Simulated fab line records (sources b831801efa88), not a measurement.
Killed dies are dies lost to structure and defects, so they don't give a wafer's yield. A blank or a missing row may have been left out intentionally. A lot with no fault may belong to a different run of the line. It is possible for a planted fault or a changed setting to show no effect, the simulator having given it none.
fab line records | flow sky130
record: lots: 13 | wafers: 39 | last-day: 50
route steps=708 shown NWELL@34 DNWELL@44 VT_ADJUST_HVTR@139
lots with no fault: from the same line, run without faults
start-h: hours from the record's opening day to when the first of the lot's shown wafers began | wait-h: time in hours since the lot's previous step | " the same as in the row above | L1.1+2: a row that stands for several wafers | - either no value or no given start | * or withheld: withheld | < > ~ a bound
route shown NAME@n: names a module that has steps shown in the file, with the first one's number in the route | usual: mean/standard deviation of fault-free wafers | same: alike in all rows | chamber/n: place in a boat | sites: each site's reading | _std_site: how widely they spread, as a standard deviation | _edge_site: the outer-site mean with the inner-site mean subtracted | radius-mm: how far each site lies from the wafer's centre | mask NAME#n: copy n | behind: the most recent tool/chamber to have shaped the wafer | hold: the reason the lot was held/the length of the hold in hours/how it ended | device: the n, p or np transistor that did not switch | end of line: tests run on the same wafers once the route is complete | for a step that has no rows: nothing shown but its recipe | killed: dies lost to structure and defects at the first sort, not the wafer's yield | map: a wafer's dies, marking killed ones x, the rest . and places with no die _
set.NAME: the run value of the setting; set.NAME@STEP: its run value at that earlier step | model.NAME: the simulator's own value behind a step, which no gauge read
route steps across a sampled set of lots; one table per step, one row per wafer
services: from which hour (start-h, from the record's first day; less than 0 if before it) a tool's chamber was out of use, for how many hours, and why
== steps ==
step: SKY_NWELL_THK_MEAS_02
recipe: reads: SiO2_of_NWELL_OXIDATION_01
usual: NWELL_OXIDATION_THK: 9.90/0.16
lot.wafer | tool          | chamber | start-h | wait-h | NWELL_OXIDATION_THK[nm]
L677.1    | film-metro-04 | -       | 35.58   | 0.0    | 10.06
L677.3    | "             | -       | "       | "      | 10.19
L677.5    | "             | -       | "       | "      | 10.13
L683.4    | film-metro-01 | -       | 71.52   | 0.0    | 10.01
L683.5    | "             | -       | "       | "      | 9.72
L683.6    | "             | -       | "       | "      | 9.97
L684.2    | film-metro-03 | -       | 78.34   | 0.0    | 9.98
L684.3    | "             | -       | "       | "      | 9.81
L684.4    | "             | -       | "       | "      | 9.72
L685.2    | film-metro-04 | -       | 78.34   | 0.0    | 9.81
L685.4    | "             | -       | "       | "      | 9.77
L685.5    | "             | -       | "       | "      | 9.77
L686.4    | film-metro-04 | -       | 83.99   | 0.0    | 10.20
L686.5    | "             | -       | "       | "      | 10.16
L686.6    | "             | -       | "       | "      | 10.05
L688.3    | film-metro-01 | -       | 96.49   | 0.0    | 9.82
L688.5    | "             | -       | "       | "      | 9.76
L688.6    | "             | -       | "       | "      | 9.91
L689.1    | film-metro-03 | -       | 100.91  | 0.0    | 9.41
L689.4    | "             | -       | "       | "      | 9.55
L689.5    | "             | -       | "       | "      | 9.50
L690.2    | film-metro-01 | -       | 107.92  | 0.0    | 9.91
L690.4    | "             | -       | "       | "      | 9.88
L690.6    | "             | -       | "       | "      | 9.99
L691.3    | film-metro-04 | -       | 110.86  | 0.0    | 9.85
L691.4    | "             | -       | "       | "      | 9.67
L691.6    | "             | -       | "       | "      | 9.74
L692.2    | film-metro-04 | -       | 114.82  | 0.0    | 9.95
L692.3    | "             | -       | "       | "      | 9.94
L692.5    | "             | -       | "       | "      | 9.93
L693.3    | film-metro-03 | -       | 118.89  | 0.0    | 9.84
L693.4    | "             | -       | "       | "      | 10.08
L693.5    | "             | -       | "       | "      | 9.85
L694.1    | film-metro-04 | -       | 124.81  | 0.0    | 9.93
L694.4    | "             | -       | "       | "      | 9.87
L694.5    | "             | -       | "       | "      | 9.88
L700.2    | film-metro-01 | -       | 154.12  | 0.0    | 9.66
L700.4    | "             | -       | "       | "      | 9.60
L700.5    | "             | -       | "       | "      | 9.78
step: SKY_DNWELL_TW_MEAS_09
usual: DNWELL_TW: 1119/11
lot.wafer | tool          | chamber | start-h | wait-h | DNWELL_TW
L677.1    | film-metro-01 | -       | 51.00   | 0.1    | 1124
L677.3    | "             | -       | "       | "      | 1127
L677.5    | "             | -       | "       | "      | 1130
L683.4    | film-metro-04 | -       | 87.64   | 0.1    | 1123
L683.5    | "             | -       | "       | "      | 1120
L683.6    | "             | -       | "       | "      | 1125
L684.2    | film-metro-04 | -       | 95.52   | 0.1    | 1124
L684.3    | "             | -       | "       | "      | 1123
L684.4    | "             | -       | "       | "      | 1123
L685.2    | film-metro-01 | -       | 95.86   | 0.1    | 1128
L685.4    | "             | -       | "       | "      | 1124
L685.5    | "             | -       | "       | "      | 1121
L686.4    | film-metro-03 | -       | 101.39  | 0.1    | 1103
L686.5    | "             | -       | "       | "      | 1102
L686.6    | "             | -       | "       | "      | 1102
L688.3    | film-metro-04 | -       | 114.53  | 0.1    | 1129
L688.5    | "             | -       | "       | "      | 1134
L688.6    | "             | -       | "       | "      | 1123
L689.1    | film-metro-03 | -       | 118.10  | 0.1    | 1106
L689.4    | "             | -       | "       | "      | 1108
L689.5    | "             | -       | "       | "      | 1105
L690.2    | film-metro-03 | -       | 126.23  | 0.1    | 1100
L690.4    | "             | -       | "       | "      | 1107
L690.6    | "             | -       | "       | "      | 1104
L691.3    | film-metro-03 | -       | 128.97  | 0.1    | 1100
L691.4    | "             | -       | "       | "      | 1099
L691.6    | "             | -       | "       | "      | 1102
L692.2    | film-metro-04 | -       | 133.96  | 0.1    | 1123
L692.3    | "             | -       | "       | "      | 1119
L692.5    | "             | -       | "       | "      | 1122
L693.3    | film-metro-04 | -       | 138.37  | 0.1    | 1128
L693.4    | "             | -       | "       | "      | 1137
L693.5    | "             | -       | "       | "      | 1133
L694.1    | film-metro-01 | -       | 144.40  | 0.1    | 1120
L694.4    | "             | -       | "       | "      | 1122
L694.5    | "             | -       | "       | "      | 1113
L700.2    | film-metro-01 | -       | 175.46  | 0.1    | 1124
L700.4    | "             | -       | "       | "      | 1126
L700.5    | "             | -       | "       | "      | 1118
step: SKY_NWELL_EXPOSE_07
recipe: mask-id: NWM | na: 0.6 | source-shape: conventional | sigma-outer: 0.6 | polarization: unpolarized | target-cd-nm: 840 | dose-mj: 255
usual: stage-vel-mm-s: 499.95/0.28
lot.wafer | tool             | chamber | start-h | wait-h | mask  | stage-vel-mm-s
L677.1    | iline-stepper-02 | 0       | 74.71   | -      | NWM#0 | 499.97
L677.3    | "                | 0       | "       | "      | NWM#0 | 499.90
L677.5    | "                | 0       | "       | "      | NWM#0 | 500.02
L683.4    | iline-stepper-02 | 0       | 114.41  | -      | NWM#0 | 500.41
L683.5    | "                | 0       | "       | "      | NWM#0 | 500.43
L683.6    | "                | 0       | "       | "      | NWM#0 | 500.20
L684.2    | iline-stepper-02 | 0       | 121.80  | -      | NWM#0 | 499.43
L684.3    | "                | 0       | "       | "      | NWM#0 | 499.76
L684.4    | "                | 0       | "       | "      | NWM#0 | 499.60
L685.2    | iline-stepper-02 | 0       | 122.43  | -      | NWM#0 | 499.80
L685.4    | "                | 0       | "       | "      | NWM#0 | 500.03
L685.5    | "                | 0       | "       | "      | NWM#0 | 499.89
L686.4    | iline-stepper-02 | 0       | 129.12  | -      | NWM#0 | 500.06
L686.5    | "                | 0       | "       | "      | NWM#0 | 499.98
L686.6    | "                | 0       | "       | "      | NWM#0 | 500.09
L688.3    | iline-stepper-02 | 0       | 142.25  | -      | NWM#0 | 500.23
L688.5    | "                | 0       | "       | "      | NWM#0 | 500.10
L688.6    | "                | 0       | "       | "      | NWM#0 | 500.29
L689.1    | iline-stepper-01 | 0       | 146.96  | -      | NWM#0 | 499.90
L689.4    | "                | 0       | "       | "      | NWM#0 | 499.76
L689.5    | "                | 0       | "       | "      | NWM#0 | 500.01
L690.2    | iline-stepper-02 | 0       | 156.32  | -      | NWM#0 | 500.00
L690.4    | "                | 0       | "       | "      | NWM#0 | 500.15
L690.6    | "                | 0       | "       | "      | NWM#0 | 500.41
L691.3    | iline-stepper-02 | 0       | 158.54  | -      | NWM#0 | 500.23
L691.4    | "                | 0       | "       | "      | NWM#0 | 500.01
L691.6    | "                | 0       | "       | "      | NWM#0 | 500.28
L692.2    | iline-stepper-01 | 0       | 162.86  | -      | NWM#0 | 499.97
L692.3    | "                | 0       | "       | "      | NWM#0 | 500.03
L692.5    | "                | 0       | "       | "      | NWM#0 | 499.84
L693.3    | iline-stepper-02 | 0       | 168.36  | -      | NWM#0 | 499.80
L693.4    | "                | 0       | "       | "      | NWM#0 | 499.78
L693.5    | "                | 0       | "       | "      | NWM#0 | 499.86
L694.1    | iline-stepper-01 | 0       | 175.85  | -      | NWM#0 | 499.95
L694.4    | "                | 0       | "       | "      | NWM#0 | 500.03
L694.5    | "                | 0       | "       | "      | NWM#0 | 499.99
L700.2    | iline-stepper-01 | 0       | 207.95  | -      | NWM#0 | 500.17
L700.4    | "                | 0       | "       | "      | NWM#0 | 500.29
L700.5    | "                | 0       | "       | "      | NWM#0 | 500.21
step: SKY_NWELL_OVL_MEAS_10
usual: NWELL_00_OVL: -0.3/1.4
lot.wafer | tool       | chamber | start-h | wait-h | NWELL_00_OVL[nm]
L677.1    | overlay-01 | -       | 81.95   | -      | 0.5
L677.3    | "          | -       | "       | "      | -0.8
L677.5    | "          | -       | "       | "      | -0.1
L683.4    | overlay-02 | -       | 122.78  | -      | -2.0
L683.5    | "          | -       | "       | "      | -2.7
L683.6    | "          | -       | "       | "      | -1.1
L684.2    | overlay-01 | -       | 132.12  | -      | 2.5
L684.3    | "          | -       | "       | "      | 1.9
L684.4    | "          | -       | "       | "      | 3.5
L685.2    | overlay-02 | -       | 132.26  | -      | -0.6
L685.4    | "          | -       | "       | "      | -1.5
L685.5    | "          | -       | "       | "      | 0.0
L686.4    | overlay-02 | -       | 138.38  | -      | -1.0
L686.5    | "          | -       | "       | "      | 0.4
L686.6    | "          | -       | "       | "      | -1.8
L688.3    | overlay-02 | -       | 152.30  | -      | 0.5
L688.5    | "          | -       | "       | "      | -0.8
L688.6    | "          | -       | "       | "      | -0.6
L689.1    | overlay-01 | -       | 156.58  | -      | 1.1
L689.4    | "          | -       | "       | "      | 0.0
L689.5    | "          | -       | "       | "      | 1.2
L690.2    | overlay-02 | -       | 165.82  | -      | 157.4
L690.4    | "          | -       | "       | "      | 155.1
L690.6    | "          | -       | "       | "      | 157.9
L691.3    | overlay-01 | -       | 168.50  | -      | 155.4
L691.4    | "          | -       | "       | "      | 155.9
L691.6    | "          | -       | "       | "      | 156.7
L692.2    | overlay-01 | -       | 173.77  | -      | -1.4
L692.3    | "          | -       | "       | "      | -3.0
L692.5    | "          | -       | "       | "      | -2.7
L693.3    | overlay-01 | -       | 179.06  | -      | 156.4
L693.4    | "          | -       | "       | "      | 156.5
L693.5    | "          | -       | "       | "      | 156.1
L694.1    | overlay-02 | -       | 186.61  | -      | 1.0
L694.4    | "          | -       | "       | "      | 0.7
L694.5    | "          | -       | "       | "      | -2.6
L700.2    | overlay-02 | -       | 219.02  | -      | 0.9
L700.4    | "          | -       | "       | "      | -1.1
L700.5    | "          | -       | "       | "      | -1.4
step: SKY_VT_ADJUST_HVTR_OVL_MEAS_08
usual: VT_ADJUST_HVTR_OVL: -0.2/1.5
lot.wafer | tool       | chamber | start-h | wait-h | VT_ADJUST_HVTR_OVL[nm]
L677.1    | overlay-01 | -       | 199.88  | 0.1    | 2.6
L677.3    | "          | -       | "       | "      | 3.0
L677.5    | "          | -       | "       | "      | 1.5
L683.4    | overlay-01 | -       | 251.22  | 0.1    | -1.1
L683.5    | "          | -       | "       | "      | -0.5
L683.6    | "          | -       | "       | "      | -2.6
L684.2    | overlay-01 | -       | 261.36  | 0.1    | -1.0
L684.3    | "          | -       | "       | "      | 0.5
L684.4    | "          | -       | "       | "      | -0.5
L685.2    | overlay-02 | -       | 262.33  | 0.1    | 0.4
L685.4    | "          | -       | "       | "      | 0.8
L685.5    | "          | -       | "       | "      | 2.6
L686.4    | overlay-02 | -       | 272.40  | 0.1    | -0.5
L686.5    | "          | -       | "       | "      | -0.8
L686.6    | "          | -       | "       | "      | -0.5
L688.3    | overlay-01 | -       | 288.62  | 0.1    | -2.1
L688.5    | "          | -       | "       | "      | -1.2
L688.6    | "          | -       | "       | "      | -0.4
L689.1    | overlay-02 | -       | 295.40  | 0.1    | -2.1
L689.4    | "          | -       | "       | "      | -2.1
L689.5    | "          | -       | "       | "      | -0.8
L690.2    | overlay-02 | -       | 305.49  | 0.1    | 1.7
L690.4    | "          | -       | "       | "      | 0.2
L690.6    | "          | -       | "       | "      | -1.5
L691.3    | overlay-02 | -       | 308.24  | 0.1    | -2.7
L691.4    | "          | -       | "       | "      | -3.1
L691.6    | "          | -       | "       | "      | -2.1
L692.2    | overlay-01 | -       | 313.14  | 0.1    | -0.2
L692.3    | "          | -       | "       | "      | -0.4
L692.5    | "          | -       | "       | "      | -1.7
L693.3    | overlay-02 | -       | 318.72  | 0.1    | -1.8
L693.4    | "          | -       | "       | "      | -0.4
L693.5    | "          | -       | "       | "      | -1.5
L694.1    | overlay-01 | -       | 329.50  | 0.1    | 1.3
L694.4    | "          | -       | "       | "      | -1.5
L694.5    | "          | -       | "       | "      | -1.4
L700.2    | overlay-02 | -       | 370.59  | 0.1    | -0.1
L700.4    | "          | -       | "       | "      | 1.2
L700.5    | "          | -       | "       | "      | -0.8
== services ==
tool             | chamber | start-h | hours | kind
iline-stepper-02 | 0       | 59.84   | -     | calibration
iline-stepper-01 | -       | 99.54   | 1.7   | pm
iline-stepper-02 | -       | 160.63  | 1.7   | pm
iline-stepper-02 | -       | 172.99  | 20.2  | repair
iline-stepper-02 | -       | 201.32  | 4.4   | pm
== key ==
first-sign: step: SKY_NWELL_OVL_MEAS_10 | reading: NWELL_00_OVL | direction: up | sigmas: 99+ | usual: -0.3 | struck: 156.4
effect none on later readings
met-at SKY_NWELL_EXPOSE_07
struck-lots L690,L691,L693
tester-left-out L690,L691,L693
not-acting-at SKY_NWELL_THK_MEAS_02,SKY_DNWELL_TW_MEAS_09,SKY_VT_ADJUST_HVTR_OVL_MEAS_08
onset-between 142.25 156.32
fault: kind: scanner-matching-overlay | tool: iline-stepper-02 | chamber: - | onset-h: 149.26 | steps: SKY_NWELL_EXPOSE_07 | offset: 156.35
tester-left-out: of these lots the tester's yield and bins aren't shown, on N5 and GAA mostly nor the transistor test; their killed dies are dies lost to structure and defects alone, not to doping, threshold or leakage, so they don't give the yield
